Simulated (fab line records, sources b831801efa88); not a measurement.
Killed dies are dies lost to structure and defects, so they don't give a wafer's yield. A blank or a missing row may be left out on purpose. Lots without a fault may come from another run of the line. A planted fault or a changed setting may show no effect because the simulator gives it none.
A struck lot beside a sound one | flow gf180mcu | 15 steps out of a route of 602
Sound: wafers L566.4, L566.5, L566.6. Struck: wafers L575.1, L575.2, L575.3. The cause comes at the end.
At each step with rows: each side's tool, then ch and its chambers, then its first start. Under that, the readings that differ: sound wafers | struck wafers | difference of the means | sigmas: that difference in standard deviations of wafers without a fault.
alike: readings whose means differ by less than 2 such deviations, and words and numbers that are the same on both sides. not compared: withheld readings, readings that some wafer has no value for, bounds like >300 that may hide the same value, and numbers for which the record gives no deviation and whose values overlap.
The two part at a step that has a row with sigmas, a row that says differs or no value, or rows on one side only. Numbers that don't overlap but have no deviation are shown without sigmas and don't part them. A reading that every wafer of one side lacks parts them only if that side has two wafers or more.

GF_POLY_GATE_ETCH_13: etches poly-Si in HBr/Cl2, stops on SiO2, target depth 198.5 nm, time 69.6 s.
  sound on rie_si-02 ch 0,1, day 11 23:50; struck on rie_si-01 ch 0,1,3, day 14 09:04
  alike: drypump_motor_current_A, oes_product_au, throttle_valve_pct
  not compared: rf_hours_counter_h
GF_POLY_GATE_STRIP_14: strips in O2/N2.
  sound on plasma_asher-04 ch 0,1, day 11 23:56; struck on plasma_asher-01 ch 0,1, day 14 09:07
  alike: drypump_motor_current_A, heater_power_w, oes_product_au, platen_temp_c
  not compared: rf_hours_counter_h
then, 2 steps without rows for these wafers: GF_POLY_GATE_CLEAN_15 (cleans in SC1/SC2, time 150 s); GF_POLY_GATE_OXIDATION_16 (stabilise 600 s, purge 300 s, target thk 4 nm).
GF_POLY_GATE_THK_MEAS_17:
  sound on film_metro-02, day 12 05:38; struck on film_metro-01, day 14 11:54
  reading                      | sound          | struck         | difference | sigmas
  POLY_GATE_OXIDATION_THK (nm) | 4.12 4.14 4.14 | 3.92 3.92 3.85 | -0.24      | -3
GF_POLY_GATE_CD_MEAS_18:
  sound on cd_sem-02, day 12 05:46; struck on cd_sem-01, day 14 11:58
  alike: cd_nm
then, 6 steps without rows for these wafers: GF_HV_LDD_DEHYDRATE_00 (time 60 s); GF_HV_LDD_HMDS_01 (prime time 60 s); GF_HV_LDD_COAT_02 (resist thk 1000 nm); GF_HV_LDD_SOFTBAKE_03 (time 60 s); GF_HV_LDD_EXPOSE_04 (exposes mask Nplus LV AREA, target cd 400 nm); GF_HV_LDD_PEB_05.
GF_HV_LDD_DEVELOP_06: develop time 60 s.
  sound on litho_track-02 ch 0, day 13 00:16; struck on litho_track-02 ch 0, day 15 08:54
GF_HV_LDD_CD_MEAS_07: target cd 400 nm.
  sound on cd_sem-02, day 13 00:25; struck on cd_sem-01, day 15 09:22
  reading    | sound             | struck            | difference | sigmas
  cd_nm (nm) | 401.7 400.7 404.0 | 190.7 192.4 191.6 | -210.6     | -92
  not compared: hold
GF_PASSIVATION_PROBE_99:
  the record has rows for the sound wafers here (prober-01, day 31 20:31) and none for the struck ones

WHERE THEY PART
First at GF_POLY_GATE_THK_MEAS_17; last, within this record, at GF_PASSIVATION_PROBE_99.

WHY: what the simulator had put in
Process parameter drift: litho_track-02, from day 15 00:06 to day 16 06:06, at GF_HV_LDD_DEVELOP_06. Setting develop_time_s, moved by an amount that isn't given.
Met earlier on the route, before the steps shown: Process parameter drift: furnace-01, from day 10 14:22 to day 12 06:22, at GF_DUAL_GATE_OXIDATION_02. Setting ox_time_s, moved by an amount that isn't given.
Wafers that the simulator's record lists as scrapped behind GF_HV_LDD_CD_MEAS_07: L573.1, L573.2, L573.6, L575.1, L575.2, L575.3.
